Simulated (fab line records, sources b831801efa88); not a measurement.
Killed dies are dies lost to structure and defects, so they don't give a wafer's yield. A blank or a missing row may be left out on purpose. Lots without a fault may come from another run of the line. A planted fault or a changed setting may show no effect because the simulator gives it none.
fab line records | flow sky130
record lots=12 wafers=36 last_day=50
route steps=708 shown METAL1@457 CAPM@550 VIA3@575 PAD_OPEN@708
lots that met no fault: from a run of the same line without faults
start_h: hours from the record's first day to the start of the lot's first wafer shown | wait_h: hours since the lot's step before | " the same as in the row above | L1.1+2: a row that stands for several wafers | - no value, or no start given | * or withheld: withheld | < > ~ a bound
route shown NAME@n: a module of which the file shows steps, and the number in the route of the first | usual: mean/standard deviation of fault-free wafers | same: alike in all rows | chamber/n: place in a boat | sites: the reading at each site | _std_site: their standard deviation | _edge_site: outer sites' mean less inner sites' | radius_mm: how far each site lies from the wafer's centre | mask NAME#n: copy n | behind: the tool/chamber that last shaped the wafer | hold: why the lot was held/for how many hours/how that ended | device: the transistor (n, p or np) that didn't switch | end of line: the same wafers' tests at the end of the route | a step without rows: its recipe alone | killed: dies lost to structure and defects at the first sort, not the wafer's yield | map: a wafer's dies, x killed, . not, _ none there
set.NAME: the setting as run; set.NAME@STEP: as run at that earlier step | model.NAME: the simulator's own value behind a step, which no gauge read
steps of the route over a sample of lots; a table a step, a row a wafer
services: from which hour (start_h, from the record's first day; less than 0 if before it) a tool's chamber was out of use, for how many hours, and why
## steps
# step SKY_METAL1_CLEAN_23
# recipe chemistry=O3/DIW dry=n2_spin
# columns lot.wafer tool chamber start_h wait_h
L905.1+4+6 wet_bench-01 1 745.54 0.0
L906.1+3+5 wet_bench-01 3 763.10 0.0
L907.1+2+4 wet_bench-02 1 776.86 0.0
L909.4+5+6 wet_bench-02 2 786.27 0.0
L911.3+4+5 wet_bench-03 2 817.58 0.0
L912.1+3+5 wet_bench-02 2 819.38 0.0
L920.1+3+4 wet_bench-02 1 880.76 0.0
L922.3+5+6 wet_bench-02 2 900.03 0.0
L924.1+4+5 wet_bench-03 2 908.96 0.0
L925.1+2+3 wet_bench-01 1 914.32 0.0
L927.1+5+6 wet_bench-01 0 929.41 0.0
L928.1+4+6 wet_bench-02 3 937.68 0.0
# step SKY_CAPM_METAL_ETCH_13
# recipe target_depth_nm=220 stop_on=SiO2 chemistry=Cl2/BCl3 target=TiN pressure_mtorr=10 icp_w=900 bias_w=48.5 Cl2_flow_sccm=60 bcl3_flow_sccm=30 time_s=62.9
# usual drypump_motor_current_A=5.7/0.51 oes_product_au=0.940/0.0087 throttle_valve_pct=21.903/0.01
# columns lot.wafer tool chamber start_h wait_h drypump_motor_current_A oes_product_au rf_hours_counter_h throttle_valve_pct
L905.1 rie_metal-02 1 861.52 0.0 5.4 0.939 8 21.901
L905.4 " 1 " " 5.4 0.951 - 21.919
L905.6 " 1 " " 5.4 0.935 - 21.902
L906.1 rie_metal-03 1 878.31 0.0 5.6 0.943 11 21.891
L906.3 " 0 " " 5.5 0.953 - 21.896
L906.5 " 1 " " 5.6 0.949 - 21.904
L907.1 rie_metal-03 0 889.72 0.0 5.5 0.956 5 21.904
L907.2 " 1 " " 5.6 0.950 11 21.902
L907.4 " 0 " " 5.5 0.934 - 21.901
L909.4 rie_metal-01 1 900.50 0.0 5.0 0.931 - 21.901
L909.5 " 0 " " 6.3 0.943 - 21.878
L909.6 " 1 " " 5.0 0.939 - 21.912
L911.3 rie_metal-02 1 929.55 0.0 5.4 0.951 - 21.906
L911.4 " 0 " " 6.3 0.939 - 21.886
L911.5 " 1 " " 5.4 0.948 - 21.907
L912.1 rie_metal-01 0 932.82 0.0 6.3 0.952 9 21.892
L912.3 " 0 " " 6.3 0.940 - 21.918
L912.5 " 0 " " 6.3 0.941 - 21.895
L920.1 rie_metal-02 1 985.41 0.0 5.4 0.934 14 21.918
L920.3 " 0 " " 6.3 0.950 - 21.903
L920.4 " 1 " " 5.4 0.943 - 21.903
L922.3 rie_metal-02 0 1002.79 0.0 6.3 0.937 - 21.899
L922.5 " 1 " " 5.4 0.938 - 21.901
L922.6 " 0 " " 6.3 0.946 - 21.888
L924.1 rie_metal-03 0 1010.27 0.0 5.5 0.929 10 21.922
L924.4 " 1 " " 5.5 0.932 - 21.904
L924.5 " 0 " " 5.5 0.930 - 21.908
L925.1 rie_metal-02 1 1014.76 0.0 5.4 0.927 15 21.904
L925.2 " 0 " " 6.3 0.941 3 21.901
L925.3 " 1 " " 5.4 0.940 - 21.909
L927.1 rie_metal-01 0 1028.52 0.0 6.3 0.935 14 21.905
L927.5 " 0 " " 6.3 0.926 - 21.920
L927.6 " 1 " " 5.0 0.926 - 21.917
L928.1 rie_metal-02 0 1037.72 0.0 6.3 0.936 4 21.896
L928.4 " 0 " " 6.3 0.958 - 21.888
L928.6 " 1 " " 5.4 0.936 - 21.902
# step SKY_VIA3_CMP_02
# recipe material=SiO2 down_force_psi=4 platen_rpm=60 pad_velocity_m_s=0.94248
# usual motor_current_A=12.7/1.4 retaining_ring_pressure_frac=1.000/0.0048
# columns lot.wafer tool chamber start_h wait_h motor_current_A retaining_ring_pressure_frac
L905.1 cmp-01 3 891.08 0.1 13.9 1.000
L905.4 " 1 " " 11.7 0.998
L905.6 " 0 " " 11.9 1.004
L906.1 cmp-02 0 906.07 0.1 12.8 0.997
L906.3 " 1 " " 11.6 1.003
L906.5 " 1 " " 11.5 0.995
L907.1 cmp-02 0 917.00 0.1 12.5 1.000
L907.4 " 1 " " 11.5 0.997
L907.2 " 3 " " 13.9 0.997
L909.4 cmp-02 1 927.70 0.0 11.8 1.005
L909.5 " 1 " " 11.9 1.000
L909.6 " 2 " " 11.9 0.999
L911.3 cmp-02 3 956.33 0.1 14.9 0.997
L911.4 " 0 " " 12.4 1.007
L911.5 " 3 " " 14.4 0.997
L912.3 cmp-02 3 959.33 0.0 14.5 0.993
L912.1 " 2 " " 12.5 1.001
L912.5 " 0 " " 12.9 0.990
L920.1 cmp-01 0 1010.89 0.1 12.1 1.004
L920.3 " 1 " " 11.1 0.998
L920.4 " 2 " " 15.0 1.005
L922.3 cmp-01 3 1027.58 0.1 13.7 1.004
L922.6 " 1 " " 10.8 1.005
L922.5 " 2 " " 14.2 0.999
L924.1 cmp-02 1 1034.73 0.1 11.7 1.003
L924.4 " 2 " " 11.8 1.008
L924.5 " 1 " " 11.7 0.995
L925.1 cmp-01 1 1039.19 0.1 11.5 0.994
L925.3 " 3 " " 13.3 1.004
L925.2 " 0 " " 12.1 0.998
L927.1 cmp-01 3 1052.32 0.2 13.2 1.011
L927.5 " 0 " " 11.6 0.994
L927.6 " 1 " " 11.6 1.005
L928.4 cmp-01 2 1061.97 0.0 14.8 0.995
L928.1 " 0 " " 11.3 0.995
L928.6 " 2 " " 15.2 1.000
# step SKY_VIA3_RS_MEAS_22
# recipe thk_meas_gauge=four-point-probe reads=W_of_VIA3_CVD_21+TiN_of_VIA3_SPUTTER_20
# usual VIA3_W_RS=0.294/0.0044
# columns lot.wafer tool chamber start_h wait_h VIA3_W_RS[ohm/sq]
L905.1 film_metro-04 - 917.72 0.1 0.298
L905.4 " - " " 0.297
L905.6 " - " " 0.296
L906.1 film_metro-04 - 931.57 0.1 0.298
L906.3 " - " " 0.291
L906.5 " - " " 0.292
L907.1 film_metro-01 - 943.19 0.1 0.298
L907.2 " - " " 0.298
L907.4 " - " " 0.299
L909.4 film_metro-03 - 953.26 0.1 0.290
L909.5 " - " " 0.287
L909.6 " - " " 0.293
L911.3 film_metro-04 - 981.71 0.1 0.294
L911.4 " - " " 0.296
L911.5 " - " " 0.293
L912.1 film_metro-04 - 984.41 0.1 0.293
L912.3 " - " " 0.290
L912.5 " - " " 0.290
L920.1 film_metro-03 - 1034.77 0.1 0.298
L920.3 " - " " 0.294
L920.4 " - " " 0.289
L922.3 film_metro-04 - 1051.63 0.1 0.292
L922.5 " - " " 0.300
L922.6 " - " " 0.293
L924.1 film_metro-01 - 1057.90 0.1 0.292
L924.4 " - " " 0.296
L924.5 " - " " 0.291
L925.1 film_metro-03 - 1062.66 0.1 0.285
L925.2 " - " " 0.289
L925.3 " - " " 0.285
L927.1 film_metro-03 - 1074.57 0.1 0.291
L927.5 " - " " 0.290
L927.6 " - " " 0.290
L928.1 film_metro-03 - 1084.32 0.1 0.298
L928.4 " - " " 0.300
L928.6 " - " " 0.302
# step SKY_PAD_OPEN_PROBE_99
# usual defect_limited_yield=82.2/1.8 killed_at_M0_to_M3=43/6.6 killed_at_M4_up=3.2/1.9 killed_at_contacts=25/5.3 killed_at_front_end=16/4.5 killed_at_other=0.3/0.63 killed_dies=87/8.9 killed_open=48/7.9 killed_short=39/5.3 sort_bin_3_pad_short=0.8/0.38 sort_bin_5_function=10.5/1.5 sort_bin_6_memory=6.4/1.2 sort_n_pass=405/8.9 sort_yield_pct=82.2/1.8
# same gross_dies=492 killed_at_back_side=0 sort_bin_4_leakage[%]=0 sort_bin_8_speed[%]=0
# columns lot.wafer tool chamber start_h wait_h defect_limited_yield[%] killed_at_M0_to_M3 killed_at_M4_up killed_at_contacts killed_at_front_end killed_at_other killed_dies killed_open killed_short sort_bin_3_pad_short[%] sort_bin_5_function[%] sort_bin_6_memory[%] sort_n_pass sort_yield_pct[%]
L909.4 prober-01 - 1096.04 0.2 79.3 60 4 20 17 1 102 38 28 1.8 14.0 4.9 390 79.3
L909.5 prober-01 - 1096.09 0.2 74.6 81 4 20 18 2 125 51 37 1.2 16.3 7.9 367 74.6
L909.6 prober-01 - 1096.14 0.2 77.8 65 2 28 14 0 109 39 36 1.0 14.4 6.7 383 77.8
L912.1 prober-02 - 1118.07 0.1 78.0 67 4 24 13 0 108 42 34 1.2 15.2 5.5 384 78.0
L912.3 prober-02 - 1118.17 0.2 77.4 73 3 21 13 1 111 46 31 2.6 13.4 6.5 381 77.4
L912.5 prober-02 - 1118.27 0.2 76.4 82 4 20 10 0 116 53 30 1.6 15.9 6.1 376 76.4
# killed by level:class
L909.4 METAL1:unspecified=35 FIELD_ISO:geometric_particle:short=7 LI_CONTACT:geometric_particle:open=7 VIA3:geometric_particle:open=5 CONTACT:geometric_particle:short=5 VIA1:geometric_particle:open=5 CONTACT:geometric_particle:open=4 VIA1:geometric_particle:short=4
L909.5 METAL1:unspecified=35 VIA1:geometric_particle:open=12 VIA1:geometric_particle:short=9 VIA2:geometric_particle:open=9 FIELD_ISO:geometric_particle:open=8 LOCAL_INTERCONNECT:geometric_particle:short=7 METAL1:geometric_particle:short=6 CONTACT:geometric_particle:open=6
L909.6 METAL1:unspecified=32 CONTACT:geometric_particle:open=9 LI_CONTACT:geometric_particle:open=8 VIA3:geometric_particle:open=7 CONTACT:geometric_particle:short=6 FIELD_ISO:geometric_particle:short=4 VIA1:geometric_particle:open=4 POLY_GATE:geometric_particle:short=4
L912.1 METAL1:unspecified=30 CONTACT:geometric_particle:open=11 LI_CONTACT:geometric_particle:open=8 VIA1:geometric_particle:short=7 VIA1:geometric_particle:open=7 METAL2:geometric_particle:short=6 POLY_GATE:geometric_particle:short=3 METAL1:geometric_particle:short=3
L912.3 METAL1:unspecified=34 CONTACT:geometric_particle:open=11 VIA1:geometric_particle:open=10 FIELD_ISO:geometric_particle:open=6 METAL1:geometric_particle:short=6 VIA2:geometric_particle:open=6 VIA1:geometric_particle:short=5 LI_CONTACT:geometric_particle:open=4
L912.5 METAL1:unspecified=33 CONTACT:geometric_particle:open=10 LI_CONTACT:geometric_particle:open=9 VIA2:geometric_particle:open=8 VIA1:geometric_particle:short=8 VIA3:geometric_particle:open=8 METAL1:geometric_particle:short=6 VIA1:geometric_particle:open=6
## services
# columns tool chamber start_h hours kind
cmp-01 - 732.15 0.6 repair
cmp-02 - 744.00 4.0 pm
cmp-02 - 748.00 - consumable_replace:conditioner
cmp-02 - 748.00 - consumable_replace:pad
rie_metal-03 - 768.45 0.3 repair
rie_metal-01 - 783.87 2.3 repair
cmp-02 - 801.70 16.7 pm
rie_metal-02 1 813.17 1.4 repair
wet_bench-03 - 837.34 4.0 repair
cmp-01 - 839.14 13.2 repair
rie_metal-02 - 867.04 0.4 repair
rie_metal-01 1 891.71 4.9 repair
cmp-02 - 892.31 5.7 pm
cmp-02 - 898.00 6.5 pm
cmp-02 - 899.73 1.8 repair
cmp-01 - 912.00 4.0 pm
cmp-01 - 916.00 - consumable_replace:conditioner
cmp-01 - 916.00 - consumable_replace:pad
cmp-01 - 916.00 5.4 pm
rie_metal-03 0 916.57 1.7 repair
cmp-02 - 926.81 0.7 repair
rie_metal-02 0 937.93 - clean
cmp-02 - 940.39 0.5 repair
cmp-01 - 1052.79 0.2 repair
## key
first_sign step=SKY_PAD_OPEN_PROBE_99 reading=killed_at_M0_to_M3 direction=up sigmas=4.3 usual=43 struck=71
effect step=SKY_PAD_OPEN_PROBE_99 reading=sort_bin_5_function direction=up sigmas=2.9 usual=10.5 struck=14.9 wafers_moved=5
met_at SKY_METAL1_CLEAN_23
struck_lots L909,L912
not_acting_at SKY_CAPM_METAL_ETCH_13,SKY_VIA3_CMP_02,SKY_VIA3_RS_MEAS_22
onset_between 776.86 786.27
fault kind=chamber_particle_source tool=wet_bench-02 chamber=- onset_h=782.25 steps=SKY_METAL1_CLEAN_23 rate_per_visit_cm2=0.71209 end_h=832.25
